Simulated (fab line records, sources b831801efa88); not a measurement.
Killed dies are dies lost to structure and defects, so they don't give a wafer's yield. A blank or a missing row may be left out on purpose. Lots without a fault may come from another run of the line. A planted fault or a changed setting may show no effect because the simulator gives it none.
A struck lot beside a sound one | flow sky130 | 33 steps out of a route of 708
Sound: wafers L991.2, L991.5, L991.6. Struck: wafers L982.4, L982.5. (L982.1 of the same lot was not struck and is left out.) The cause comes at the end.
At each step with rows: each side's tool, then ch and its chambers, then its first start. Under that, the readings that differ: sound wafers | struck wafers | difference of the means | sigmas: that difference in standard deviations of wafers without a fault.
alike: readings whose means differ by less than 2 such deviations, and words and numbers that are the same on both sides. not compared: withheld readings, readings that some wafer has no value for, bounds like >300 that may hide the same value, and numbers for which the record gives no deviation and whose values overlap.
The two part at a step that has a row with sigmas, a row that says differs or no value, or rows on one side only. Numbers that don't overlap but have no deviation are shown without sigmas and don't part them. A reading that every wafer of one side lacks parts them only if that side has two wafers or more.

first, 8 steps without rows for these wafers: SKY_VIA1_ETCH_14 (etches BARC in N2/H2, stops on SiO2, time 45.9 s, target depth 60 nm); SKY_VIA1_ETCH_15 (etches SiO2 in C4F8/O2/Ar, stops on TiN, target depth 351 nm, time 54 s); SKY_VIA1_STRIP_16 (strips in O2/N2); SKY_VIA1_STRIP_17 (strips in post etch residue remover, time 1200 s); SKY_VIA1_CLEAN_18 (cleans in IPA, time 180 s); SKY_VIA1_CLEAN_19 (cleans in O3/DIW); SKY_VIA1_SPUTTER_20 (material TiN, target thk 20 nm, time 80 s); SKY_VIA1_CVD_21 (deposits W, target thk 270 nm, time 80.902 s).
SKY_VIA1_CMP_24: polishes, stops on SiO2, t overpolish 15 s, target thk 0 nm.
  sound on cmp-01 ch 1,2,3, day 39 20:28; struck on cmp-01 ch 0, day 36 15:49
  reading                | sound          | struck    | difference | sigmas
  time_to_endpoint_s (s) | 71.7 68.5 69.0 | 62.0 62.4 | -7.5       | -3
  alike: motor_current_A, overpolish_run_s
then, 23 steps without rows for these wafers: SKY_METAL2_SPUTTER_00 (material Ti, target thk 15 nm, time 10 s); SKY_METAL2_SPUTTER_01 (material TiN, target thk 20 nm, time 16.7 s); SKY_METAL2_SPUTTER_02 (material AlCu, target thk 250 nm, time 12.93 s); SKY_METAL2_SPUTTER_03 (material Ti, target thk 5 nm, time 3.3 s); SKY_METAL2_SPUTTER_04 (material TiN, target thk 70 nm, time 58.3 s); SKY_METAL2_DEHYDRATE_07 (time 60 s); SKY_METAL2_HMDS_08 (prime time 60 s); SKY_METAL2_COAT_09 (resist thk 60 nm); SKY_METAL2_COAT_10 (resist thk 450 nm); SKY_METAL2_SOFTBAKE_11 (time 90 s); SKY_METAL2_EXPOSE_12 (exposes mask MM2, target cd 140 nm); SKY_METAL2_PEB_13; SKY_METAL2_DEVELOP_14 (develop time 60 s); SKY_METAL2_DESCUM_17 (chemistry O2, time 8 s); SKY_METAL2_ETCH_18 (etches BARC in N2/H2, stops on SiO2, time 45.9 s, target depth 60 nm); SKY_METAL2_METAL_ETCH_19 (etches the open film in Cl2/BCl3, stops on SiO2, target depth 360 nm, time 78 s); SKY_METAL2_STRIP_20 (strips in O2/N2); SKY_METAL2_STRIP_21 (strips in post etch residue remover, time 1200 s); SKY_METAL2_CLEAN_22 (cleans in IPA, time 180 s); SKY_METAL2_CLEAN_23 (cleans in O3/DIW); SKY_VIA2_HDPCVD_00 (deposits SiO2, target thk 1180 nm, time 192.2 s); SKY_VIA2_CMP_02 (polishes SiO2); SKY_VIA2_DEHYDRATE_04 (time 60 s).
-- the record jumps here: 11 days lie between the struck wafers' starts before and after (it left off in module VIA2 and takes up again in module PAD_OPEN, whose first step shown is number 708 of the route) --
SKY_PAD_OPEN_PROBE_99:
  sound on prober-02, day 50 03:40; struck on prober-02, day 47 19:28
  reading                               | sound              | struck      | difference | sigmas
  defect_limited_yield (%)              | 83.7 83.9 82.5     | 27.4 23.4   | -58.0      | -32
  killed_at_M0_to_M3                    | 39 40 42           | 328 340     | +294       | +50
  killed_dies                           | 80 79 86           | 357 377     | +285       | +32
  killed_on_rim                         | 14 18 12           | 66 70       | +53        | +14
  sort_bin_3_pad_short (%)              | 1.0 0.8 0.4        | 5.9 6.3     | +5.4       | +12
  sort_bin_5_function (%)               | 9.1 7.5 10.4       | 49.4 53.9   | +42.6      | +30
  sort_bin_6_memory (%)                 | 6.1 7.7 6.7        | 17.3 16.5   | +10.1      | +8
  sort_n_pass                           | 412 413 406        | 135 115     | -285       | -32
  sort_yield_pct (%)                    | 83.7 83.9 82.5     | 27.4 23.4   | -58.0      | -32
  model.etest.tester.sort_n_pass        | 412 413 406        | 135 115     | -285       |
  model.etest.tester.sort_yield_pct (%) | 83.74 83.94 82.52  | 27.44 23.37 | -57.99     |
  model.etest.tester.sort_bin_5_pct (%) | 9.146 7.52 10.37   | 49.39 53.86 | +42.61     |
  model.etest.tester.sort_bin_6_pct (%) | 6.098 7.724 6.707  | 17.28 16.46 | +10.03     |
  model.etest.tester.sort_bin_3_pct (%) | 1.016 0.813 0.4065 | 5.894 6.301 | +5.352     |
  alike: killed_at_M4_up, killed_at_contacts, killed_at_front_end, killed_at_other, killed_open, killed_short

WHERE THEY PART
First at SKY_VIA1_CMP_24; last, within this record, at SKY_PAD_OPEN_PROBE_99.

WHY: what the simulator had put in
Chamber particle source: cmp-01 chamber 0, from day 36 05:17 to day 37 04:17, at SKY_VIA1_CMP_24. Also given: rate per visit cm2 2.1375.
